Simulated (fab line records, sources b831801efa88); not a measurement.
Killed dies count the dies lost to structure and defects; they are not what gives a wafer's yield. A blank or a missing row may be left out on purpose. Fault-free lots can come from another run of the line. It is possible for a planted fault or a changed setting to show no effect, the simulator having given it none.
Problem report in the 8D (eight disciplines) form, filled by code	flow sky130	the parts of the form that need people (team, actions taken, sign-off) are left out

## 1. WHAT IS WRONG
At SKY_NWELL_IMPLANT_13, beamEnergyKeV averages 49.186 over 6 wafers from 2 lots, while fault-free wafers read 50.000, standard deviation 0.016. That is -51 standard deviations from the usual mean.
The first sign was on wafer L717.1 at day 8 21:32, on implanter-02. Wafers with a number at this step in the record: 18, from 6 lots. By rule, "out" or "out of limits" means more than 4 standard deviations away from the usual mean. Any other wafer with a number is counted as sound.

## 2. WHAT IT IS, WHAT IT ISN'T
question	is	is not
which readings at this step	beamEnergyKeV	-
which lots	L717, L719	L702, L706, L721, L723
which wafers of those lots	all that have a number	-
read on which tools	implanter-02	implanter-04
when	from day 8 21:32	up to then (6 sound wafers); but 6 sound wafers of L721, L723 came after

## 3. SUSPECTS, AND WHAT RULES EACH OUT
Counting: any tool at a process step up to the reading is kept as a suspect provided that every lot that is out went through it and no sound lot did after the first of them.
- plasmaAsher-01 at SKY_PWDE_STRIP_09 (strips in O2/N2): kept. It ran every lot that is out, first L717 (day 8 01:04), and no sound lot after that; its last sound lot up to then is L706 (day 5 04:41).
- implanter-02 at SKY_NWELL_IMPLANT_13: kept. It ran every lot that is out, first L717 (day 8 21:32), and no sound lot after that; its last sound lot up to then is L706 (day 5 23:21). Its own readings are out on those wafers: beamEnergyKeV.
Remaining after the count are plasmaAsher-01 at SKY_PWDE_STRIP_09 and implanter-02 at SKY_NWELL_IMPLANT_13.

## 4. THE CAUSE (what the simulator had put in)
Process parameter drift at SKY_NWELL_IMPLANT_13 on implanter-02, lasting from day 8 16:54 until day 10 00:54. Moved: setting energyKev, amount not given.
Of the 2 suspects that counting leaves, this tool is one.

## 5. SEQUENCE OF EFFECTS, ordered by route
Rows list readings where the struck wafers' mean (over those with a number) sits beyond 3 standard deviations from the usual. Scope: only readings with a usual standard deviation given in the record; hours: median across lots of the time from each lot's start at the first step in this table that gives one to its start at this step; sigmas: change in usual standard deviations.
hours	step	reading	usual	on struck wafers	change	sigmas
0	SKY_NWELL_IMPLANT_13	beamEnergyKeV	50.000	49.186	-0.814	-51
Here are the process steps it includes:
- SKY_NWELL_IMPLANT_13

## 6. WHAT WOULD HAVE CAUGHT IT SOONER
First out-of-limits reading in this record: day 8 21:32, which is 5 hours after fault onset at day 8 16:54.
